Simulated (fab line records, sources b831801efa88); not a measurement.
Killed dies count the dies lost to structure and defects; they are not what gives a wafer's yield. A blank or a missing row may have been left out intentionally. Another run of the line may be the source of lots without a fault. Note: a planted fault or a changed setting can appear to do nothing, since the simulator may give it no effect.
Matching of chambers | flow sky130 | cmp-02 running SKY_FIELD_ISO_CMP_27: 4 sister chambers
The step polishes, stops on Si3N4, t overpolish 16 s, target thk 457.8 nm. 16 wafers are shown with their chamber, then 7 later ones without.

## EACH WAFER AND ITS CHAMBER
wafer  | chamber | motor current A (A) | time to endpoint s (s)
L730.1 | 2       | 15.1                | 112
L730.2 | 0       | 11.1                | 108
L730.4 | 1       | 10.9                | 118
L731.2 | 2       | 14.3                | 116
L731.5 | 1       | 11.3                | 118
L731.6 | 0       | 11.4                | 118
L734.1 | 2       | 15.2                | 117
L734.3 | 0       | 11.6                | 108
L734.5 | 2       | 14.7                | 118
L742.5 | 1       | 10.8                | 113
L742.6 | 2       | 15.2                | 115
L743.3 | 2       | 15.5                | 127
L743.4 | 0       | 11.0                | 123
L743.6 | 1       | 11.4                | 105
L745.1 | 2       | 14.7                | 114
L745.5 | 3       | 10.1                | 114

SIGNATURES (averages over the wafers above)
reading            | chamber 0 | chamber 1 | chamber 2 | chamber 3 | scatter within a chamber
motor current A    | 11.275    | 11.100    | 14.957    | 10.100    | 0.352
time to endpoint s | 114.25    | 113.50    | 117.00    | 114.00    | 5.93
Rule: for each reading, subtract the chamber's mean from the wafer's reading, divide by that reading's scatter and square the result; add these up over the readings and take the root, which gives the wafer's distance from the chamber. If the next closest chamber is less than 2 further off than the closest, the wafer can't be placed; otherwise it belongs to the closest. The scatter: take each reading less its chamber's mean, square it, sum over the shown wafers, divide by the number of wafers less the number of chambers, and take the root.

## WAFERS WHOSE CHAMBER IS MISSING
wafer  | motor current A (A) | time to endpoint s (s)
L745.6 | 11.3                | 114
L747.3 | 10.2                | 119
L747.4 | 11.4                | 117
L747.5 | 11.3                | 112
L752.1 | 15.5                | 111
L752.2 | 10.8                | 108
L752.6 | 10.8                | 112

## THE CHAMBER EACH PASSED THROUGH
wafer  | from the rows above          | in truth
L745.6 | can't be placed: 0 or 1      | 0
L747.3 | can't be placed: 3 or 1      | 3
L747.4 | can't be placed: 0 or 1      | 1
L747.5 | can't be placed: 0 or 1      | 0
L752.1 | 2                            | 2
L752.2 | can't be placed: 1 or 0 or 3 | 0
L752.6 | can't be placed: 1 or 0 or 3 | 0
Correctly placed: 1 of 7. Unplaceable from these rows: 6, with the true chamber sitting among the candidates in 6. Placed wrongly: 0.
